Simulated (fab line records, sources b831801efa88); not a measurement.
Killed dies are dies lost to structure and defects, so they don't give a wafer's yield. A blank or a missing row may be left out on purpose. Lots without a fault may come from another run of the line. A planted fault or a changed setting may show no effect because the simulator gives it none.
Chamber matching | flow sky130 | SKY_CONTACT_CVD_00 on pecvd-04: 3 sister chambers
The step deposits Si3N4, target thk 75 nm. 14 wafers are shown with their chamber, then 7 later ones without.

WAFERS WITH THEIR CHAMBER
wafer  | chamber | heater_power_w (W)
L662.1 | 2       | 701
L662.2 | 1       | 713
L662.5 | 2       | 710
L666.1 | 2       | 790
L666.2 | 1       | 741
L666.5 | 2       | 808
L668.1 | 2       | 677
L668.2 | 1       | 696
L668.3 | 0       | 619
L671.1 | 0       | 674
L671.4 | 0       | 682
L671.6 | 2       | 756
L673.3 | 1       | 702
L673.4 | 0       | 617

SIGNATURES (means of the wafers above)
reading        | chamber 0 | chamber 1 | chamber 2 | scatter within a chamber
heater_power_w | 648.00    | 713.00    | 740.33    | 41.1
Rule: a wafer's distance from a chamber is the root of the sum, over the readings, of the square of ((its reading less the chamber's mean) divided by the reading's scatter). The wafer belongs to the nearest chamber; if the next one is less than 2 further off, it can't be placed. The scatter: the root of (the sum of the squares of (reading less its chamber's mean) over the shown wafers, divided by (wafers less chambers)).

WAFERS WITHOUT THEIR CHAMBER
wafer  | heater_power_w (W)
L673.5 | 823
L681.1 | 707
L681.3 | 703
L681.6 | 692
L684.1 | 701
L684.2 | 688
L684.4 | 809

WHICH CHAMBER EACH WENT THROUGH
wafer  | from the rows above          | in truth
L673.5 | can't be placed: 2 or 1      | 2
L681.1 | can't be placed: 1 or 2 or 0 | 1
L681.3 | can't be placed: 1 or 2 or 0 | 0
L681.6 | can't be placed: 1 or 0 or 2 | 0
L684.1 | can't be placed: 1 or 2 or 0 | 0
L684.2 | can't be placed: 1 or 0 or 2 | 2
L684.4 | can't be placed: 2 or 1      | 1
Placed correctly: 0 of 7. Can't be placed from these rows: 7 (the true chamber is among the candidates in 7). Placed wrongly: 0.
